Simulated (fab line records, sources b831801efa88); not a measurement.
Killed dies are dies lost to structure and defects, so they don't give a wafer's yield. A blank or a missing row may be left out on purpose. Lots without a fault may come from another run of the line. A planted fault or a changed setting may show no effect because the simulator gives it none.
Problem report in the 8D (eight disciplines) form, filled by code | flow gf180mcu | the parts of the form that need people (team, actions taken, sign-off) are left out

1. THE PROBLEM
CONTACT_W_RS at GF_CONTACT_RS_MEAS_25 reads a mean of 0.867 ohm/sq on 2 wafers of 2 lots; wafers without a fault read 0.380 ohm/sq with a standard deviation of 0.0047. That is +99 or more standard deviations from the usual mean.
The step: measures by four-point-probe.
First seen on wafer L433.2, day 17 14:17, on film_metro-03. The record holds 33 wafers of 11 lots with a number at this step. Rule for "out", or "out of limits": more than 4 standard deviations from the usual mean. The other wafers with a number count as sound.

2. WHAT IT IS AND WHAT IT IS NOT
question                    | is                | is not
which readings at this step | CONTACT_W_RS      | -
which lots                  | L433, L434        | L431, L432, L444, L446, L448, L449, L452, L453, L454
which wafers of those lots  | L433.2, L434.1    | L433.1, L433.3, L434.2, L434.4
read on which gauges        | film_metro-03     | film_metro-01, film_metro-04
when                        | from day 17 14:17 | up to then (8 sound wafers); but 23 sound wafers of L434, L444, L446, L448, L449, L452, L453, L454 came after

3. SUSPECTS, AND WHAT RULES EACH OUT
Counting: a tool at a process step up to the reading stays a suspect if it ran every lot that is out. Sound lots after the first of them don't rule it out here, since some wafers of a struck lot are sound.
- the gauge at GF_CONTACT_RS_MEAS_25: ruled out. All the wafers that are out were read on film_metro-03, but those of them that GF_CONTACT_CVD_24 has rows for are out there too, on other tools.
- plasma_asher-03 at GF_CONTACT_STRIP_18 (strips in O2/N2): kept. It ran every lot that is out, first L433 (day 17 13:47); its last sound lot up to then is L432 (day 17 09:19).
- cvd_w-02 at GF_CONTACT_CVD_24 (deposits W, target thk 300 nm, time 90.339 s): kept. It ran every lot that is out, first L433 (day 17 14:11); its last sound lot up to then is L432 (day 17 09:48). Its own readings are out on those wafers: heater_power_w, susceptor_temp_C.
- Within cvd_w-02 at GF_CONTACT_CVD_24: the wafers that are out ran in chamber 0; their sound lot-mates ran in chamber 1.
Left after counting: plasma_asher-03 at GF_CONTACT_STRIP_18, cvd_w-02 at GF_CONTACT_CVD_24.

4. THE CAUSE (what the simulator had put in)
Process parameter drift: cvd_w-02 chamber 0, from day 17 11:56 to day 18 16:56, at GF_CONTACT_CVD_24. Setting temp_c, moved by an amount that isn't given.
Counting left 2 suspects, and this tool is among them.

5. THE CHAIN OF EFFECTS, in route order
Each row: a reading whose mean over the struck wafers that have a number lies more than 3 standard deviations from the usual. Only readings for which the record gives a usual standard deviation are gone through. hours: the time from each lot's start at the first step in this table that gives one to its start at this step, as a median over the lots. sigmas: the change in usual standard deviations.
hours | step                   | reading            | usual        | on struck wafers | change | sigmas
0     | GF_CONTACT_CVD_24      | heater_power_w     | 875 W        | 663              | -212   | -9.6
0     | GF_CONTACT_CVD_24      | susceptor_temp_C   | 399.99 C     | 355.74           | -44.25 | -99 or more
0     | GF_CONTACT_RS_MEAS_25  | CONTACT_W_RS       | 0.380 ohm/sq | 0.867            | +0.487 | +99 or more
0     | GF_CONTACT_THK_MEAS_26 | CONTACT_W_THK      | 309 nm       | 136              | -173   | -36
0     | GF_CONTACT_CMP_27      | time_to_endpoint_s | 71 s         | 29               | -42    | -10
The process steps in it:
- GF_CONTACT_CVD_24: deposits W, target thk 300 nm, time 90.339 s.
- GF_CONTACT_CMP_27: polishes, stops on SiO2, t overpolish 15 s, target thk 0 nm.

6. WHAT WOULD HAVE CAUGHT IT SOONER
In this record the first reading out of limits at a measuring or inspecting step was taken at day 17 14:17, 2 hours after the fault began at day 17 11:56.
The tool's own readings at GF_CONTACT_CVD_24 were out on every struck wafer that the step has a row for (heater_power_w, susceptor_temp_C): an alarm limit on them would have fired on the first of those.
Of the lots that are out (2), L434 began GF_CONTACT_CVD_24 on cvd_w-02 after day 17 14:17. A hold on the tool at that time would have spared it.
